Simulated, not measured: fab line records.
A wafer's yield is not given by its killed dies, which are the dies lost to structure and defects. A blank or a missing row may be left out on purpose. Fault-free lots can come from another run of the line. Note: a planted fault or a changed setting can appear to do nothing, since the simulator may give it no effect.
Lot-split experiment :: flow sky130 :: 5 lots, 23 wafers read, on a route of 708 steps

== THE SPLIT ==
At SKY_METAL2_SPUTTER_02 (material AlCu, target thk 250 nm, time 13.3 s), the setting time s was moved away from the recipe's 13.3 s on 9 of the 23 wafers read, by -14.4% to +9.2%. This setting was run at the recipe's value on the other wafers.

== FROM THE SPLIT TO THE READING: what the file shows between them, 3 steps ==
- SKY_METAL2_SPUTTER_03: material Ti, target thk 5 nm, time 3.3 s
- SKY_METAL2_SPUTTER_04: material TiN, target thk 70 nm, time 58.3 s
- SKY_METAL2_RS_MEAS_05: measures by four-point-probe

== THE READING ==
METAL2_ALCU_THK, in nm, at SKY_METAL2_THK_MEAS_06 (measures by xrf). On this fab line, fault-free wafers typically give 253 nm with a standard deviation of 3.4 nm.

wafer: L077.1
tool, chamber at the split: pvd sputter-01, -
time s as run, s: 13.3
against the recipe: recipe
METAL2_ALCU_THK, nm: 255
against lot-mates on the recipe: -

wafer: L077.4
tool, chamber at the split: pvd sputter-01, -
time s as run, s: 13.3
against the recipe: recipe
METAL2_ALCU_THK, nm: 255
against lot-mates on the recipe: -

wafer: L077.5
tool, chamber at the split: pvd sputter-01, -
time s as run, s: 13.3
against the recipe: recipe
METAL2_ALCU_THK, nm: 258
against lot-mates on the recipe: -

wafer: L079.1
tool, chamber at the split: pvd sputter-01, -
time s as run, s: 13.3
against the recipe: recipe
METAL2_ALCU_THK, nm: 250
against lot-mates on the recipe: -

wafer: L079.2
tool, chamber at the split: pvd sputter-01, -
time s as run, s: 14.04
against the recipe: +5.6%
METAL2_ALCU_THK, nm: 268
against lot-mates on the recipe: +17

wafer: L079.4
tool, chamber at the split: pvd sputter-01, -
time s as run, s: 13.3
against the recipe: recipe
METAL2_ALCU_THK, nm: 251
against lot-mates on the recipe: -

wafer: L079.5
tool, chamber at the split: pvd sputter-01, -
time s as run, s: 13.3
against the recipe: recipe
METAL2_ALCU_THK, nm: 253
against lot-mates on the recipe: -

wafer: L079.6
tool, chamber at the split: pvd sputter-01, -
time s as run, s: 14.04
against the recipe: +5.6%
METAL2_ALCU_THK, nm: 269
against lot-mates on the recipe: +18

wafer: L082.1
tool, chamber at the split: pvd sputter-03, -
time s as run, s: 11.38
against the recipe: -14.4%
METAL2_ALCU_THK, nm: 216
against lot-mates on the recipe: -39

wafer: L082.2
tool, chamber at the split: pvd sputter-03, -
time s as run, s: 11.38
against the recipe: -14.4%
METAL2_ALCU_THK, nm: 215
against lot-mates on the recipe: -40

wafer: L082.4
tool, chamber at the split: pvd sputter-03, -
time s as run, s: 13.3
against the recipe: recipe
METAL2_ALCU_THK, nm: 256
against lot-mates on the recipe: -

wafer: L082.5
tool, chamber at the split: pvd sputter-03, -
time s as run, s: 11.38
against the recipe: -14.4%
METAL2_ALCU_THK, nm: 215
against lot-mates on the recipe: -40

wafer: L082.6
tool, chamber at the split: pvd sputter-03, -
time s as run, s: 13.3
against the recipe: recipe
METAL2_ALCU_THK, nm: 254
against lot-mates on the recipe: -

wafer: L083.1
tool, chamber at the split: pvd sputter-01, -
time s as run, s: 14.52
against the recipe: +9.2%
METAL2_ALCU_THK, nm: 272
against lot-mates on the recipe: +24

wafer: L083.2
tool, chamber at the split: pvd sputter-01, -
time s as run, s: 14.52
against the recipe: +9.2%
METAL2_ALCU_THK, nm: 268
against lot-mates on the recipe: +20

wafer: L083.3
tool, chamber at the split: pvd sputter-01, -
time s as run, s: 13.3
against the recipe: recipe
METAL2_ALCU_THK, nm: 245
against lot-mates on the recipe: -

wafer: L083.4
tool, chamber at the split: pvd sputter-01, -
time s as run, s: 13.3
against the recipe: recipe
METAL2_ALCU_THK, nm: 248
against lot-mates on the recipe: -

wafer: L083.6
tool, chamber at the split: pvd sputter-01, -
time s as run, s: 13.3
against the recipe: recipe
METAL2_ALCU_THK, nm: 251
against lot-mates on the recipe: -

wafer: L085.1
tool, chamber at the split: pvd sputter-02, -
time s as run, s: 13.3
against the recipe: recipe
METAL2_ALCU_THK, nm: 254
against lot-mates on the recipe: -

wafer: L085.2
tool, chamber at the split: pvd sputter-02, -
time s as run, s: 13.91
against the recipe: +4.6%
METAL2_ALCU_THK, nm: 267
against lot-mates on the recipe: +13

wafer: L085.4
tool, chamber at the split: pvd sputter-02, -
time s as run, s: 13.3
against the recipe: recipe
METAL2_ALCU_THK, nm: 255
against lot-mates on the recipe: -

wafer: L085.5
tool, chamber at the split: pvd sputter-02, -
time s as run, s: 13.91
against the recipe: +4.6%
METAL2_ALCU_THK, nm: 264
against lot-mates on the recipe: +10

wafer: L085.6
tool, chamber at the split: pvd sputter-02, -
time s as run, s: 13.3
against the recipe: recipe
METAL2_ALCU_THK, nm: 253
against lot-mates on the recipe: -

FIT RESULTS
A straight line over all 23 wafers: METAL2_ALCU_THK changes by +2.48 nm for each +1% of time s; r = +0.98; the points scatter about the line by 3.4 nm.
The same after taking each lot's own level away (the mean of its wafers on the recipe; 23 wafers): +2.69 nm for each +1%; r = +0.99; scatter 1.9 nm.
On that fit, the largest move of time s shifts the reading by 39 nm.
Across the lots, their own levels run from 248.0 to 256.0 nm, a range of 2.4 times the standard deviation given above.
So the lot-to-lot level changes the slope little: the two slopes agree.
Check: with one of the wafers moved furthest among these (-14.4%) left out of the fit, the line predicts -39.1 nm for it against its lot-mates. Against them it came out at -39 nm.

== THESE WAFERS: OTHER SPLITS ==
Before the reading, these wafers also passed through other splits. Each is held against what the fit with the lots' levels taken away leaves over:
other split on the same wafers: SKY_CONTACT_ETCH_16 bias w
wafers away from the commonest value: 8
r with METAL2_ALCU_THK (lot level and that fit taken away): -0.18

other split on the same wafers: SKY_CONTACT_SPUTTER_23 chamber pressure pa
wafers away from the commonest value: 15
r with METAL2_ALCU_THK (lot level and that fit taken away): -0.03

other split on the same wafers: SKY_METAL1_SPUTTER_02 power w
wafers away from the commonest value: 10
r with METAL2_ALCU_THK (lot level and that fit taken away): +0.20

other split on the same wafers: SKY_VIA1_ETCH_15 time s
wafers away from the commonest value: 10
r with METAL2_ALCU_THK (lot level and that fit taken away): +0.15

== THE WHOLE CHAIN: every reading that the file lists as answering this split, in the file's order ==
step: SKY_METAL2_SPUTTER_02
what it does: material AlCu, target thk 250 nm, time 13.3 s
reading: AlCu_of_METAL2_SPUTTER_02.thk nm (the simulator's own value, which no gauge read)
change (the file's fit): +2.58 nm for each +1% of the setting
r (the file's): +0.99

step: SKY_METAL2_RS_MEAS_05
what it does: measures by four-point-probe
reading: METAL2_ALCU_RS
change (the file's fit): -0.00147 for each +1% of the setting
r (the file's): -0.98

step: SKY_METAL2_THK_MEAS_06
what it does: measures by xrf
reading: METAL2_ALCU_THK
change (the file's fit): +2.66 for each +1% of the setting
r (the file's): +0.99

== FILE'S OWN FIT ==
METAL2_ALCU_THK changes by +2.66 nm for each +1% of time s, r = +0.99.
